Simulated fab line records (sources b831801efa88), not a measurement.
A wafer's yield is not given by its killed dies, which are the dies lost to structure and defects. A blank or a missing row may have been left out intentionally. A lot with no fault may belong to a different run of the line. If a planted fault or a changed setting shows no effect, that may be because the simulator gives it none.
Split-lot study || flow sfq line || 16 wafers read across 5 lots, on a route 325 steps long

## ABOUT THE SPLIT
At SFQ_TRILAYER_M6_LITHO_COAT_159 (resist thk 600 nm), the setting spin rpm was moved away from the recipe's 3000 rpm on 5 of the 16 wafers read, by -6.6% to +2.3%. This setting was run at the recipe's value on the other wafers.

## FROM THE SPLIT TO THE READING: what the file shows between them, 3 steps
- SFQ_TRILAYER_M6_LITHO_SOFTBAKE_163
- SFQ_TRILAYER_M6_LITHO_EXPOSE_160: exposes mask M6, target cd 500 nm
- SFQ_TRILAYER_M6_LITHO_DEVELOP_161: time 60 s

## THE READING
KrF_of_TRILAYER_M6_LITHO_COAT_159.thk nm (the simulator's own value, which no gauge read), in nm, at SFQ_TRILAYER_M6_BARC_OPEN_METAL_ETCH_206 (etches BARC in O2, target depth 125 nm, time 41.7 s). There is no usual value for it anywhere in the file. Average 522.8 nm, standard deviation 1.1 nm, over the 11 wafers here run with the recipe.

{"wafer": "L075.1", "tool, chamber at the split": "litho track-02, 0", "spin rpm as run, rpm": 3000, "against the recipe": "recipe", "KrF_of_TRILAYER_M6_LITHO_COAT_159.thk nm, nm": 522.3, "against lot-mates on the recipe": "-"}
{"wafer": "L075.2", "tool, chamber at the split": "litho track-02, 0", "spin rpm as run, rpm": 3069, "against the recipe": "+2.3%", "KrF_of_TRILAYER_M6_LITHO_COAT_159.thk nm, nm": 516.2, "against lot-mates on the recipe": -5.9}
{"wafer": "L075.3", "tool, chamber at the split": "litho track-02, 0", "spin rpm as run, rpm": 3069, "against the recipe": "+2.3%", "KrF_of_TRILAYER_M6_LITHO_COAT_159.thk nm, nm": 514.8, "against lot-mates on the recipe": -7.4}
{"wafer": "L075.4", "tool, chamber at the split": "litho track-02, 0", "spin rpm as run, rpm": 3069, "against the recipe": "+2.3%", "KrF_of_TRILAYER_M6_LITHO_COAT_159.thk nm, nm": 515.4, "against lot-mates on the recipe": -6.8}
{"wafer": "L075.5", "tool, chamber at the split": "litho track-02, 0", "spin rpm as run, rpm": 3000, "against the recipe": "recipe", "KrF_of_TRILAYER_M6_LITHO_COAT_159.thk nm, nm": 522, "against lot-mates on the recipe": "-"}
{"wafer": "L076.4", "tool, chamber at the split": "litho track-01, 0", "spin rpm as run, rpm": 3000, "against the recipe": "recipe", "KrF_of_TRILAYER_M6_LITHO_COAT_159.thk nm, nm": 521.9, "against lot-mates on the recipe": "-"}
{"wafer": "L076.5", "tool, chamber at the split": "litho track-01, 0", "spin rpm as run, rpm": 3000, "against the recipe": "recipe", "KrF_of_TRILAYER_M6_LITHO_COAT_159.thk nm, nm": 521.6, "against lot-mates on the recipe": "-"}
{"wafer": "L076.6", "tool, chamber at the split": "litho track-01, 0", "spin rpm as run, rpm": 3000, "against the recipe": "recipe", "KrF_of_TRILAYER_M6_LITHO_COAT_159.thk nm, nm": 522.7, "against lot-mates on the recipe": "-"}
{"wafer": "L077.2", "tool, chamber at the split": "litho track-01, 0", "spin rpm as run, rpm": 3000, "against the recipe": "recipe", "KrF_of_TRILAYER_M6_LITHO_COAT_159.thk nm, nm": 524.4, "against lot-mates on the recipe": "-"}
{"wafer": "L077.3", "tool, chamber at the split": "litho track-01, 0", "spin rpm as run, rpm": 3000, "against the recipe": "recipe", "KrF_of_TRILAYER_M6_LITHO_COAT_159.thk nm, nm": 521.8, "against lot-mates on the recipe": "-"}
{"wafer": "L082.4", "tool, chamber at the split": "litho track-01, 0", "spin rpm as run, rpm": 2802, "against the recipe": "-6.6%", "KrF_of_TRILAYER_M6_LITHO_COAT_159.thk nm, nm": 543.6, "against lot-mates on the recipe": "+18.8"}
{"wafer": "L082.5", "tool, chamber at the split": "litho track-01, 0", "spin rpm as run, rpm": 3000, "against the recipe": "recipe", "KrF_of_TRILAYER_M6_LITHO_COAT_159.thk nm, nm": 524.8, "against lot-mates on the recipe": "-"}
{"wafer": "L082.6", "tool, chamber at the split": "litho track-01, 0", "spin rpm as run, rpm": 2802, "against the recipe": "-6.6%", "KrF_of_TRILAYER_M6_LITHO_COAT_159.thk nm, nm": 539, "against lot-mates on the recipe": "+14.2"}
{"wafer": "L083.2", "tool, chamber at the split": "litho track-02, 0", "spin rpm as run, rpm": 3000, "against the recipe": "recipe", "KrF_of_TRILAYER_M6_LITHO_COAT_159.thk nm, nm": 522.2, "against lot-mates on the recipe": "-"}
{"wafer": "L083.3", "tool, chamber at the split": "litho track-02, 0", "spin rpm as run, rpm": 3000, "against the recipe": "recipe", "KrF_of_TRILAYER_M6_LITHO_COAT_159.thk nm, nm": 523.9, "against lot-mates on the recipe": "-"}
{"wafer": "L083.6", "tool, chamber at the split": "litho track-02, 0", "spin rpm as run, rpm": 3000, "against the recipe": "recipe", "KrF_of_TRILAYER_M6_LITHO_COAT_159.thk nm, nm": 522.7, "against lot-mates on the recipe": "-"}

FIT RESULTS
A straight line over all 16 wafers: KrF_of_TRILAYER_M6_LITHO_COAT_159.thk nm changes by -2.88 nm for each +1% of spin rpm; r = -0.99; the points scatter about the line by 1.3 nm.
The same after taking each lot's own level away (the mean of its wafers on the recipe; 16 wafers): -2.58 nm for each +1%; r = -0.99; scatter 1.2 nm.
That fit puts the effect of the largest move of spin rpm on the reading at 17 nm.
Across the lots, their own levels run from 522.07 to 524.80 nm, a range of 2.6 times the standard deviation given above.
Hence the slope depends on the lot-to-lot level, as the two fits are not the same.
Check: for one of the wafers moved furthest among these (-6.6%), held out of the fit, the line's prediction against its lot-mates is +15.2 nm. It came out at +18.8 nm against them.

## FURTHER SPLITS ON THESE WAFERS
Before the reading, these wafers also passed through other splits. Each is held against what the fit with the lots' levels taken away leaves over:
{"other split on the same wafers": "SFQ_TRILAYER_JJ_CE_BARC_OPEN_RIE_150 bias w", "wafers away from the commonest value": 5, "r with KrF_of_TRILAYER_M6_LITHO_COAT_159.thk nm (lot level and that fit taken away)": "+0.30"}
{"other split on the same wafers": "SFQ_TRILAYER_M5_LITHO_COAT_128 resist thk nm", "wafers away from the commonest value": 5, "r with KrF_of_TRILAYER_M6_LITHO_COAT_159.thk nm (lot level and that fit taken away)": "+0.45"}
{"other split on the same wafers": "SFQ_TRILAYER_R5_LITHO_COAT_136 resist thk nm", "wafers away from the commonest value": 6, "r with KrF_of_TRILAYER_M6_LITHO_COAT_159.thk nm (lot level and that fit taken away)": -0.18}
{"other split on the same wafers": "SFQ_TRILAYER_I5_LITHO_COAT_144 spin rpm", "wafers away from the commonest value": 5, "r with KrF_of_TRILAYER_M6_LITHO_COAT_159.thk nm (lot level and that fit taken away)": "+0.05"}
{"other split on the same wafers": "SFQ_TRILAYER_I5_ETCH_VIA_ETCH_147 source w", "wafers away from the commonest value": 4, "r with KrF_of_TRILAYER_M6_LITHO_COAT_159.thk nm (lot level and that fit taken away)": "+0.36"}
{"other split on the same wafers": "SFQ_TRILAYER_C5_LITHO_COAT_156 resist thk nm", "wafers away from the commonest value": 6, "r with KrF_of_TRILAYER_M6_LITHO_COAT_159.thk nm (lot level and that fit taken away)": "+0.46"}
{"other split on the same wafers": "SFQ_TRILAYER_M6_DEP_SPUTTER_157 power w", "wafers away from the commonest value": 0, "r with KrF_of_TRILAYER_M6_LITHO_COAT_159.thk nm (lot level and that fit taken away)": "-"}

## THE WHOLE CHAIN: every reading that the file lists as answering this split, in the file's order
{"step": "SFQ_TRILAYER_M6_LITHO_COAT_159", "what it does": "resist thk 600 nm", "reading": "KrF_of_TRILAYER_M6_LITHO_COAT_159.thk nm (the simulator's own value, which no gauge read)", "change (the file's fit)": "-2.75 nm for each +1% of the setting", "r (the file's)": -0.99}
{"step": "SFQ_TRILAYER_M6_BARC_OPEN_METAL_ETCH_206", "what it does": "etches BARC in O2, target depth 125 nm, time 41.7 s", "reading": "KrF_of_TRILAYER_M6_LITHO_COAT_159.thk nm (the simulator's own value, which no gauge read)", "change (the file's fit)": "-2.57 nm for each +1% of the setting", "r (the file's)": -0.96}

## THE FILE'S OWN FIT
KrF_of_TRILAYER_M6_LITHO_COAT_159.thk nm changes by -2.57 nm for each +1% of spin rpm, r = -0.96.
